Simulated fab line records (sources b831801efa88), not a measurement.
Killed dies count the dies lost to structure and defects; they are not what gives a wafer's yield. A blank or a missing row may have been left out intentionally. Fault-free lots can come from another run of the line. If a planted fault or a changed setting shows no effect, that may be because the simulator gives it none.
fab line records	flow sfq_line
[record] lots = 6	wafers = 18	last_day = 100
route steps=325 shown M1@58 I1@73 M2@88 M8@325
lots that met no fault: taken from a fault-free run of the same line
start_h: start of the lot's first displayed wafer, in hours after the record's first day	wait_h: hours elapsed since this lot's preceding step	" repeats the value in the row above	L1.1+2: a row that stands for several wafers	- no value, or no start was given	* or withheld: withheld	< > ~ a bound
route shown NAME@n: names a module that has steps shown in the file, with the first one's number in the route	usual: mean/standard deviation of fault-free wafers	same: alike in all rows	chamber/n: place in a boat	sites: the reading at each site	_std_site: the values' standard deviation	_edge_site: inner sites' mean taken away from outer sites' mean	radius_mm: how far each site lies from the wafer's centre	mask NAME#n: copy n	behind: the last tool/chamber to shape the wafer	hold: what put the lot on hold/how long, in hours/how the hold closed	device: the transistor (n, p or np) that didn't switch	end of line: the tests these same wafers got at the end of their route	a step with no rows: only its recipe	killed: the dies lost at the first sort to structure and to defects; this is not the yield of the wafer	map: per-die view of a wafer (x killed, . not killed, _ where there is no die)
set.NAME: the setting the step ran with; set.NAME@STEP: the setting that earlier step ran with	model.NAME: the simulator's own value behind a step, which no gauge read
lots at selected steps of the route; one table per step, one row per wafer
services: the hour from which a tool's chamber was out of use, counted from the record's first day as start_h (under 0 if before that day), plus the number of hours and why
[[steps]]
[step SFQ_TRILAYER_M1_DEP_PRE_CLEAN_038]
[recipe] gas = Ar	time_s = 22.5	bias_v = 250
[step SFQ_TRILAYER_M1_DEP_SPUTTER_037]
[recipe] material = Nb	base_pressure_pa = 1.33e-06	chamber_pressure_pa = 0.1333	substrate_temp_c = 20	resputter_cathode_voltage_v = 400	target_thk_nm = 200	power_w = 2000	time_s = 133.3
[step SFQ_M1_RS_MEAS_909]
[recipe] thk_meas_gauge = four-point-probe	reads = Nb_of_TRILAYER_M1_DEP_SPUTTER_037
[usual] M1_NB_RS = 0.888/0.0097
lot.wafer	tool	chamber	start_h	wait_h	M1_NB_RS[ohm/sq]
L936.2	film_metro-04	-	543.95	0.1	0.887
L936.4	"	-	"	"	0.882
L936.6	"	-	"	"	0.887
L938.3	film_metro-03	-	558.70	0.1	0.890
L938.4	"	-	"	"	0.890
L938.6	"	-	"	"	0.900
L940.2	film_metro-01	-	584.53	0.1	0.886
L940.3	"	-	"	"	0.890
L940.4	"	-	"	"	0.904
L942.1	film_metro-01	-	595.91	0.0	0.896
L942.2	"	-	"	"	0.885
L942.4	"	-	"	"	0.905
L943.1	film_metro-03	-	599.51	0.0	0.898
L943.2	"	-	"	"	0.888
L943.5	"	-	"	"	0.886
L946.2	film_metro-03	-	630.70	0.1	0.878
L946.3	"	-	"	"	0.874
L946.6	"	-	"	"	0.869
[step SFQ_TRILAYER_M1_LITHO_COAT_044]
[recipe] resist = BARC	spin_rpm = 3000	resist_thk_nm = 62
[step SFQ_TRILAYER_M1_LITHO_COAT_039]
[recipe] resist = KrF	spin_rpm = 3000	resist_thk_nm = 600
[step SFQ_TRILAYER_M1_LITHO_SOFTBAKE_043]
[recipe] temp_c = withheld	time_s = withheld	resist = KrF
[step SFQ_TRILAYER_M1_LITHO_EXPOSE_040]
[recipe] mask_id = M1	na = 0.6	source_shape = conventional	sigma_outer = 0.65	target_cd_nm = 500	dose_mj = 14.4
[step SFQ_TRILAYER_M1_LITHO_PEB_042]
[recipe] peb_temp_c = 115	peb_time_s = 60	resist = KrF
[step SFQ_TRILAYER_M1_LITHO_DEVELOP_041]
[recipe] time_s = 60	resist = KrF
[step SFQ_M1_OVL_MEAS_911]
[usual] M1_OVL = 2/4.5
lot.wafer	tool	chamber	start_h	wait_h	M1_OVL[nm]
L936.2	overlay-01	-	701.37	0.1	6
L936.4	"	-	"	"	2
L936.6	"	-	"	"	4
L938.3	overlay-01	-	719.38	0.1	-3
L938.4	"	-	"	"	-2
L938.6	"	-	"	"	5
L940.2	overlay-01	-	750.57	0.1	9
L940.3	"	-	"	"	4
L940.4	"	-	"	"	3
L942.1	overlay-01	-	765.30	0.1	1
L942.2	"	-	"	"	4
L942.4	"	-	"	"	6
L943.1	overlay-01	-	766.50	0.1	-11
L943.2	"	-	"	"	-1
L943.5	"	-	"	"	-3
L946.2	overlay-01	-	791.65	0.1	-4
L946.3	"	-	"	"	-4
L946.6	"	-	"	"	-3
[step SFQ_TRILAYER_M1_BARC_OPEN_METAL_ETCH_054]
[recipe] mask_material = PR	chemistry = O2	target_depth_nm = 125	target = BARC	icp_w = 600	bias_w = 80	pressure_mtorr = 10	time_s = 41.7
[step SFQ_TRILAYER_M1_ETCH_METAL_ETCH_042]
[recipe] target = Nb	stop_on = SiO2	mask_material = PR	chemistry = Cl2/Ar	target_depth_nm = 240	icp_w = 600	bias_w = 80	pressure_mtorr = 10	time_s = 120
[usual] drypump_motor_current_A = 6.0/0.47	oes_product_au = 0.895/0.0073
lot.wafer	tool	chamber	start_h	wait_h	drypump_motor_current_A	oes_product_au	rf_hours_counter_h	model.KrF_of_TRILAYER_M1_LITHO_COAT_039.thk_nm	model.etch.depth_nm	model.M1.feature_depth_nm
L936.2	rie_metal-04	1	701.46	0.0	6.1	0.891	48	382.2	200.5	200.5
L936.4	"	0	"	"	6.7	0.902	-	381.7	201.6	201.6
L936.6	"	0	"	"	6.6	0.896	-	380.7	200.8	200.8
L938.3	rie_metal-02	0	719.50	0.1	5.6	0.901	-	382.1	199.7	199.7
L938.4	"	1	"	"	6.3	0.892	-	383.9	199.8	199.8
L938.6	"	0	"	"	5.6	0.884	-	384.6	197.8	197.8
L940.2	rie_metal-04	0	750.66	0.0	6.6	0.814	15	421.7	165.7	165.7
L940.3	"	0	"	"	6.7	0.811	-	422.7	166	166
L940.4	"	1	"	"	6.1	0.808	-	424.2	165.1	165.1
L942.1	rie_metal-04	1	765.40	0.0	6.1	0.798	56	429.2	165	165
L942.2	"	0	"	"	6.7	0.812	17	429.9	167	167
L942.4	"	1	"	"	6.1	0.803	-	427.4	164.4	164.4
L943.1	rie_metal-03	0	766.60	0.0	6.0	0.890	45	378.6	198.2	198.2
L943.2	"	1	"	"	5.3	0.896	90	385.9	200.5	200.5
L943.5	"	0	"	"	6.0	0.894	-	380.3	200.8	200.8
L946.2	rie_metal-03	1	791.74	0.0	5.2	0.904	94	385.7	202.9	202.9
L946.3	"	1	"	"	5.2	0.899	-	384	203.7	203.7
L946.6	"	0	"	"	6.0	0.909	-	380.7	204.8	204.8
[step SFQ_TRILAYER_M1_STRIP_STRIP_043]
[recipe] gas = O2	power_w = 200	platen_temp_c = 40	overash_fraction = 0.65	chemistry = O2	pressure_mtorr = 50
[step SFQ_TRILAYER_M1_STRIP_SOLV_CLEAN_044]
[recipe] chemistry = NMP	temp_c = 70	time_s = 600
[step SFQ_TRILAYER_I1_DEP_PECVD_045]
[recipe] material = SiO2	temp_c = 150	time_s = 111.11	pressure_torr = 2.4	rf_w = 183.3	precursor = SiH4/N2O	target_thk_nm = 500
[usual] heater_power_w = 89/9.2	throttle_valve_pct = 24.9/0.98
lot.wafer	tool	chamber	start_h	wait_h	heater_power_w	throttle_valve_pct
L936.2	pecvd-04	1	702.36	0.0	76	25.8
L936.4	"	0	"	"	95	26.1
L936.6	"	2	"	"	88	23.6
L938.3	pecvd-03	0	720.36	0.0	99	26.2
L938.4	"	1	"	"	81	24.1
L938.6	"	2	"	"	101	25.6
L940.2	pecvd-03	1	751.56	0.0	80	24.0
L940.3	"	2	"	"	95	25.5
L940.4	"	1	"	"	82	23.9
L942.1	pecvd-01	1	766.33	0.0	80	24.4
L942.2	"	2	"	"	81	25.0
L942.4	"	0	"	"	96	25.0
L943.1	pecvd-04	2	767.53	0.0	94	23.6
L943.2	"	1	"	"	81	25.8
L943.5	"	0	"	"	98	25.7
L946.2	pecvd-04	1	792.64	0.0	70	26.2
L946.3	"	2	"	"	93	23.8
L946.6	"	0	"	"	99	25.9
[step SFQ_TRILAYER_I1_CMP_CMP_046]
[recipe] material = SiO2	down_force_psi = 3	platen_rpm = 60	pad_velocity_m_s = 0.94248
[step SFQ_I1_BOW_MEAS_912]
[recipe] mode = bow
[usual] I1_BOW = 2/8
lot.wafer	tool	chamber	start_h	wait_h	I1_BOW[um]
L936.2	film_metro-02	-	721.75	1.5	4
L936.4	"	-	"	"	6
L936.6	"	-	"	"	-4
L938.3	film_metro-02	-	736.77	2.5	12
L938.4	"	-	"	"	1
L938.6	"	-	"	"	8
L940.2	film_metro-03	-	754.66	2.0	11
L940.3	"	-	"	"	-5
L940.4	"	-	"	"	-5
L942.1	film_metro-04	-	770.60	1.5	-1
L942.2	"	-	"	"	4
L942.4	"	-	"	"	12
L943.1	film_metro-02	-	771.47	2.5	7
L943.2	"	-	"	"	7
L943.5	"	-	"	"	-6
L946.2	film_metro-02	-	806.98	2.5	-1
L946.3	"	-	"	"	3
L946.6	"	-	"	"	5
[step SFQ_TRILAYER_I1_METRO_MEASURE_047]
[step SFQ_TRILAYER_I1_VIA_LITHO_COAT_054]
[recipe] resist = BARC	spin_rpm = 3000	resist_thk_nm = 62
[step SFQ_TRILAYER_I1_VIA_LITHO_COAT_049]
[recipe] resist = KrF	spin_rpm = 3000	resist_thk_nm = 650
[step SFQ_TRILAYER_I1_VIA_LITHO_SOFTBAKE_053]
[recipe] temp_c = withheld	time_s = withheld	resist = KrF
[step SFQ_TRILAYER_I1_VIA_LITHO_EXPOSE_050]
[recipe] mask_id = I1	na = 0.6	source_shape = conventional	sigma_outer = 0.65	target_cd_nm = 500	dose_mj = 21.3
[step SFQ_TRILAYER_I1_VIA_LITHO_PEB_052]
[recipe] peb_temp_c = 115	peb_time_s = 60	resist = KrF
[step SFQ_TRILAYER_I1_VIA_LITHO_DEVELOP_051]
[recipe] time_s = 60	resist = KrF
[step SFQ_I1_OVL_MEAS_913]
[usual] I1_OVL = 0/5
lot.wafer	tool	chamber	start_h	wait_h	I1_OVL[nm]
L936.2	overlay-01	-	874.29	0.1	-6
L936.4	"	-	"	"	-7
L936.6	"	-	"	"	-5
L938.3	overlay-01	-	892.30	0.1	-3
L938.4	"	-	"	"	-3
L938.6	"	-	"	"	1
L940.2	overlay-02	-	903.09	0.1	10
L940.3	"	-	"	"	6
L940.4	"	-	"	"	4
L942.1	overlay-02	-	921.21	0.1	5
L942.2	"	-	"	"	-1
L942.4	"	-	"	"	3
L943.1	overlay-02	-	922.41	0.1	-2
L943.2	"	-	"	"	2
L943.5	"	-	"	"	1
L946.2	overlay-02	-	965.29	0.1	2
L946.3	"	-	"	"	2
L946.6	"	-	"	"	3
[step SFQ_TRILAYER_I1_VIA_BARC_OPEN_VIA_ETCH_071]
[recipe] mask_material = PR	chemistry = O2	target_depth_nm = 125	target = BARC	source_w = 500	bias_w = 80	pressure_mtorr = 30	time_s = 41.7
[step SFQ_TRILAYER_I1_VIA_ETCH_VIA_ETCH_052]
[recipe] target = SiO2	stop_on = Nb	mask_material = PR	taper_deg = 20	chemistry = CHF3	target_depth_nm = 260	source_w = 500	bias_w = 80	pressure_mtorr = 30	time_s = withheld
[usual] drypump_motor_current_A = 5.8/0.43	oes_product_au = 0.854/0.0054
lot.wafer	tool	chamber	start_h	wait_h	drypump_motor_current_A	oes_product_au
L936.2	rie_diel-04	3	874.36	0.0	5.7	0.856
L936.4	"	1	"	"	6.0	0.849
L936.6	"	3	"	"	5.7	0.857
L938.3	rie_diel-04	0	892.36	0.0	6.2	0.855
L938.4	"	1	"	"	6.0	0.850
L938.6	"	1	"	"	6.0	0.856
L940.2	rie_diel-03	1	903.16	0.0	6.5	0.850
L940.3	"	3	"	"	5.1	0.853
L940.4	"	3	"	"	5.1	0.853
L942.1	rie_diel-04	3	921.29	0.0	5.7	0.858
L942.2	"	1	"	"	6.0	0.858
L942.4	"	2	"	"	5.6	0.856
L943.1	rie_diel-04	0	922.49	0.0	6.2	0.855
L943.2	"	1	"	"	6.0	0.850
L943.5	"	1	"	"	6.0	0.848
L946.2	rie_diel-01	3	965.36	0.0	5.2	0.855
L946.3	"	1	"	"	6.1	0.856
L946.6	"	2	"	"	5.4	0.861
[step SFQ_TRILAYER_I1_VIA_STRIP_STRIP_053]
[recipe] gas = O2	power_w = 200	platen_temp_c = 40	overash_fraction = 0.65	chemistry = O2	pressure_mtorr = 50
[usual] drypump_motor_current_A = 6.0/0.42	oes_product_au = 1.004/0.0075
[same] overash_fraction = 0.65
lot.wafer	tool	chamber	start_h	wait_h	drypump_motor_current_A	oes_product_au	rf_hours_counter_h
L936.2	rie_metal-02	1	874.48	-	6.4	1.013	39
L936.4	"	0	"	"	5.6	0.997	-
L936.6	"	0	"	"	5.6	1.000	-
L938.3	rie_metal-01	0	892.68	-	5.8	0.999	-
L938.4	"	1	"	"	5.5	0.998	-
L938.6	"	1	"	"	5.5	1.006	-
L940.2	rie_metal-02	0	903.28	-	5.6	1.005	4
L940.3	"	0	"	"	5.6	0.995	-
L940.4	"	1	"	"	6.3	1.013	-
L942.1	rie_metal-01	0	921.40	-	5.8	1.007	81
L942.2	"	1	"	"	5.5	0.999	45
L942.4	"	1	"	"	5.5	0.999	-
L943.1	rie_metal-04	1	922.60	-	6.1	0.992	77
L943.2	"	0	"	"	6.7	1.004	37
L943.5	"	0	"	"	6.7	1.004	-
L946.2	rie_metal-02	0	965.48	-	5.6	1.013	14
L946.3	"	1	"	"	6.4	1.017	-
L946.6	"	0	"	"	5.6	1.011	-
[step SFQ_TRILAYER_I1_VIA_STRIP_SOLV_CLEAN_054]
[recipe] chemistry = NMP	temp_c = 70	time_s = 600
[step SFQ_TRILAYER_M2_DEP_PRE_CLEAN_056]
[recipe] gas = Ar	time_s = 22.5	bias_v = 250
[step SFQ_TRILAYER_M2_DEP_SPUTTER_055]
[recipe] material = Nb	base_pressure_pa = 1.33e-06	chamber_pressure_pa = 0.1333	substrate_temp_c = 20	resputter_cathode_voltage_v = 400	target_thk_nm = 200	power_w = 2000	time_s = 133.3
[usual] chamber_pressure_pa = 0.13329/0.00026	throttle_valve_pct = 30.3/1
lot.wafer	tool	chamber	start_h	wait_h	chamber_pressure_pa	throttle_valve_pct
L936.2	pvd_sputter-03	-	875.28	0.0	0.13356	30.3
L936.4	"	-	"	"	0.13306	30.9
L936.6	"	-	"	"	0.13343	30.8
L938.3	pvd_sputter-06	-	893.28	0.0	0.13312	29.9
L938.4	"	-	"	"	0.13361	29.6
L938.6	"	-	"	"	0.133	32.3
L940.2	pvd_sputter-03	-	904.26	0.0	0.13349	30.6
L940.3	"	-	"	"	0.13317	29.6
L940.4	"	-	"	"	0.13343	30.3
L942.1	pvd_sputter-06	-	922.21	0.0	0.1327	32.7
L942.2	"	-	"	"	0.13316	29.5
L942.4	"	-	"	"	0.13303	30.3
L943.1	pvd_sputter-05	-	923.41	0.0	0.13357	28.8
L943.2	"	-	"	"	0.13343	31.2
L943.5	"	-	"	"	0.13306	29.6
L946.2	pvd_sputter-05	-	966.28	0.0	0.13367	30.9
L946.3	"	-	"	"	0.1334	28.6
L946.6	"	-	"	"	0.13315	31.1
[step SFQ_M2_RS_MEAS_914]
[recipe] thk_meas_gauge = four-point-probe	reads = Nb_of_TRILAYER_M2_DEP_SPUTTER_055
[usual] M2_NB_RS = 0.892/0.011
lot.wafer	tool	chamber	start_h	wait_h	M2_NB_RS[ohm/sq]
L936.2	film_metro-04	-	875.39	0.1	0.905
L936.4	"	-	"	"	0.893
L936.6	"	-	"	"	0.891
L938.3	film_metro-02	-	893.41	0.1	0.917
L938.4	"	-	"	"	0.911
L938.6	"	-	"	"	0.920
L940.2	film_metro-01	-	904.37	0.1	0.902
L940.3	"	-	"	"	0.891
L940.4	"	-	"	"	0.908
L942.1	film_metro-02	-	922.30	0.0	0.893
L942.2	"	-	"	"	0.888
L942.4	"	-	"	"	0.896
L943.1	film_metro-04	-	923.50	0.0	0.890
L943.2	"	-	"	"	0.884
L943.5	"	-	"	"	0.884
L946.2	film_metro-01	-	966.39	0.1	0.884
L946.3	"	-	"	"	0.889
L946.6	"	-	"	"	0.881
[step SFQ_TRILAYER_M2_LITHO_COAT_062]
[recipe] resist = BARC	spin_rpm = 3000	resist_thk_nm = 62
[step SFQ_TRILAYER_M2_LITHO_COAT_057]
[recipe] resist = KrF	spin_rpm = 3000	resist_thk_nm = 600
[step SFQ_TRILAYER_M2_LITHO_SOFTBAKE_061]
[recipe] temp_c = withheld	time_s = withheld	resist = KrF
[step SFQ_TRILAYER_M2_LITHO_EXPOSE_058]
[recipe] mask_id = M2	na = 0.6	source_shape = conventional	sigma_outer = 0.65	target_cd_nm = 500	dose_mj = 14.4
[step SFQ_TRILAYER_M2_LITHO_PEB_060]
[recipe] peb_temp_c = 115	peb_time_s = 60	resist = KrF
[step SFQ_TRILAYER_M2_LITHO_DEVELOP_059]
[recipe] time_s = 60	resist = KrF
[step SFQ_M2_OVL_MEAS_916]
[usual] M2_OVL = -3/5.3
lot.wafer	tool	chamber	start_h	wait_h	M2_OVL[nm]
L936.2	overlay-01	-	1036.28	0.1	-5
L936.4	"	-	"	"	-3
L936.6	"	-	"	"	3
L938.3	overlay-01	-	1048.08	0.1	2
L938.4	"	-	"	"	-4
L938.6	"	-	"	"	-2
L940.2	overlay-01	-	1058.87	0.1	1
L940.3	"	-	"	"	3
L940.4	"	-	"	"	0
L942.1	overlay-02	-	1073.27	0.1	-4
L942.2	"	-	"	"	-8
L942.4	"	-	"	"	-5
L943.1	overlay-02	-	1074.47	0.1	-2
L943.2	"	-	"	"	-5
L943.5	"	-	"	"	-4
L946.2	overlay-02	-	1114.00	0.1	-12
L946.3	"	-	"	"	-7
L946.6	"	-	"	"	-11
[step SFQ_TRILAYER_M2_BARC_OPEN_METAL_ETCH_077]
[recipe] mask_material = PR	chemistry = O2	target_depth_nm = 125	target = BARC	icp_w = 600	bias_w = 80	pressure_mtorr = 10	time_s = 41.7
[usual] drypump_motor_current_A = 5.9/0.48	oes_product_au = 0.684/0.0045
lot.wafer	tool	chamber	start_h	wait_h	drypump_motor_current_A	oes_product_au	rf_hours_counter_h
L936.2	rie_metal-01	0	1036.31	0.0	5.9	0.681	93
L936.4	"	1	"	"	5.5	0.689	-
L936.6	"	0	"	"	5.8	0.688	-
L938.3	rie_metal-01	1	1048.12	0.0	5.5	0.679	-
L938.4	"	0	"	"	5.9	0.686	-
L938.6	"	1	"	"	5.5	0.685	-
L940.2	rie_metal-04	0	1058.92	0.0	6.7	0.684	-
L940.3	"	0	"	"	6.7	0.686	-
L940.4	"	0	"	"	6.7	0.683	-
L942.1	rie_metal-04	0	1073.30	0.0	6.7	0.687	62
L942.2	"	0	"	"	6.7	0.681	-
L942.4	"	0	"	"	6.7	0.680	-
L943.1	rie_metal-01	1	1074.50	0.0	5.5	0.687	64
L943.2	"	0	"	"	5.8	0.689	99
L943.5	"	0	"	"	5.9	0.686	-
L946.2	rie_metal-01	1	1114.03	0.0	5.5	0.682	69
L946.3	"	1	"	"	5.5	0.682	-
L946.6	"	1	"	"	5.5	0.687	-
[step SFQ_M8_BOW_MEAS_951]
[recipe] mode = bow
[usual] M8_BOW = 11/11
lot.wafer	tool	chamber	start_h	wait_h	M8_BOW[um]	model.etest.m1.comb_log10_ohm
L936.2	film_metro-03	-	2278.13	0.0	37	12
L936.4	"	-	"	"	39	12
L936.6	"	-	"	"	29	12
L938.3	film_metro-01	-	2292.55	0.0	16	12
L938.4	"	-	"	"	5	12
L938.6	"	-	"	"	13	12
L940.2	film_metro-03	-	2306.60	0.0	18	0
L940.3	"	-	"	"	1	0
L940.4	"	-	"	"	2	0
L942.1	film_metro-03	-	2400.52	0.0	4	0
L942.2	"	-	"	"	10	0
L942.4	"	-	"	"	18	0
L943.1	film_metro-03	-	2401.27	0.0	15	12
L943.2	"	-	"	"	15	12
L943.5	"	-	"	"	3	12
L946.2	film_metro-01	-	2403.62	0.0	5	12
L946.3	"	-	"	"	9	12
L946.6	"	-	"	"	10	12
[[services]]
tool	chamber	start_h	hours	kind
rie_metal-02	1	686.46	5.0	repair
rie_metal-01	0	693.33	2.5	repair
rie_metal-03	1	698.54	26.8	repair
rie_diel-04	3	718.31	15.3	repair
rie_diel-04	2	732.77	26.0	repair
rie_diel-04	1	776.95	3.0	repair
rie_diel-04	-	792.95	14.6	pm
rie_metal-02	-	794.30	0.2	repair
pecvd-04	-	820.40	3.0	repair
rie_metal-02	0	827.11	1.4	repair
rie_diel-04	-	831.75	3.2	repair
rie_metal-02	-	901.13	0.8	repair
pecvd-04	-	903.33	1.4	repair
rie_metal-02	1	907.36	12.6	repair
rie_diel-04	0	914.69	1.4	repair
rie_metal-04	-	923.56	1.4	pm
pecvd-04	-	927.65	0.9	repair
pecvd-04	-	933.25	14.0	pm
rie_metal-02	-	1015.17	1.4	pm
rie_metal-04	-	1031.79	0.5	repair
rie_metal-04	1	1036.93	46.9	repair
rie_metal-02	-	1052.81	0.2	repair
pecvd-04	0	1063.09	2.0	repair
rie_diel-04	-	1102.95	0.5	repair
[[key]]
[first_sign] step = SFQ_TRILAYER_M1_ETCH_METAL_ETCH_042	reading = oes_product_au	direction = down	sigmas = 12	usual = 0.895	struck = 0.808
effect none on later readings
[model_effect] step = SFQ_TRILAYER_M1_ETCH_METAL_ETCH_042	value = KrF_of_TRILAYER_M1_LITHO_COAT_039.thk_nm	without = 381.4	struck = 425.9
[model_effect] step = SFQ_M8_BOW_MEAS_951	value = etest.m1.comb_log10_ohm	without = 12	struck = 0
met_at SFQ_TRILAYER_M1_ETCH_METAL_ETCH_042
struck_wafers L940.2,L940.3,L940.4,L942.1,L942.2,L942.4
onset_between 701.46 750.66
[fault] kind = process_parameter_drift	tool = rie_metal-04	chamber = -	onset_h = 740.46	steps = SFQ_TRILAYER_M1_ETCH_METAL_ETCH_042	channel = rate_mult	offset = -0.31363	shape = step	end_h = 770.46
